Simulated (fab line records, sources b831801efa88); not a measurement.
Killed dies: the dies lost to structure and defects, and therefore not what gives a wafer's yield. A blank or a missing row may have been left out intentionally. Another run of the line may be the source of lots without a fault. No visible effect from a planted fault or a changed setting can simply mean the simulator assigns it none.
Matching of chambers | flow sfq-line | SFQ_TRILAYER_A5B_DEP_PECVD_129 on pecvd-01: 3 sister chambers
The step deposits SiO2 from SiH4/N2O, time 133.33 s, target thk 600 nm. 14 wafers are shown with their chamber, then 7 later ones without.

WAFERS PAIRED WITH THEIR CHAMBERS
wafer  | chamber | heater-power-w (W) | throttle-valve-pct (%) | susceptor-temp-C (C)
L546.1 | 0       | 73                 | 22.7                   | 149.65
L546.4 | 1       | 59                 | 23.1                   | 150.07
L546.5 | 0       | 75                 | 22.9                   | 150.02
L552.1 | 2       | 85                 | 22.5                   | 150.15
L552.3 | 1       | 71                 | 23.4                   | 149.99
L552.6 | 1       | 73                 | 23.5                   | 150.09
L558.1 | 1       | 63                 | 24.0                   | 150.25
L558.2 | 2       | 81                 | 23.0                   | 149.94
L558.5 | 2       | 85                 | 23.1                   | 150.04
L560.2 | 1       | 71                 | 24.1                   | 149.83
L560.4 | 0       | 77                 | 24.4                   | 150.21
L560.6 | 1       | 73                 | 23.5                   | 149.92
L563.1 | 1       | 73                 | 24.1                   | 150.20
L563.2 | 0       | 83                 | 24.6                   | 149.92

SIGNATURES, as means of the wafers listed above
reading            | chamber 0 | chamber 1 | chamber 2 | scatter within a chamber
heater-power-w     | 77.00     | 69.00     | 83.67     | 4.85
throttle-valve-pct | 23.650    | 23.671    | 22.867    | 0.608
susceptor-temp-C   | 149.9500  | 150.0500  | 150.0433  | 0.17
Rule: a wafer's distance from a chamber is the root of the sum, over the readings, of the square of ((its reading less the chamber's mean) divided by the reading's scatter). The wafer belongs to the nearest chamber; if the next one is less than 2 further off, it can't be placed. The scatter is the square root of a quotient: the sum, over the shown wafers, of each reading's squared deviation from its chamber's mean, divided by wafers minus chambers.

WAFERS MISSING THEIR CHAMBER
wafer  | heater-power-w (W) | throttle-valve-pct (%) | susceptor-temp-C (C)
L563.5 | 75                 | 23.9                   | 150.28
L565.1 | 81                 | 24.4                   | 150.00
L565.4 | 81                 | 24.6                   | 149.83
L565.5 | 72                 | 24.1                   | 149.92
L567.1 | 64                 | 24.5                   | 150.07
L567.5 | 77                 | 24.7                   | 150.21
L567.6 | 72                 | 23.1                   | 149.95

WHICH CHAMBER EACH ONE RAN IN
wafer  | from the rows above          | in truth
L563.5 | can't be placed: 1 or 0 or 2 | 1
L565.1 | can't be placed: 0 or 2 or 1 | 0
L565.4 | can't be placed: 0 or 2 or 1 | 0
L565.5 | can't be placed: 1 or 0      | 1
L567.1 | can't be placed: 1 or 0      | 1
L567.5 | can't be placed: 0 or 1 or 2 | 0
L567.6 | can't be placed: 1 or 0 or 2 | 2
Placed correctly: 0 of 7. Cannot be placed on the basis of these rows: 7; the candidates contain the true chamber in 7. Placed wrongly: 0.
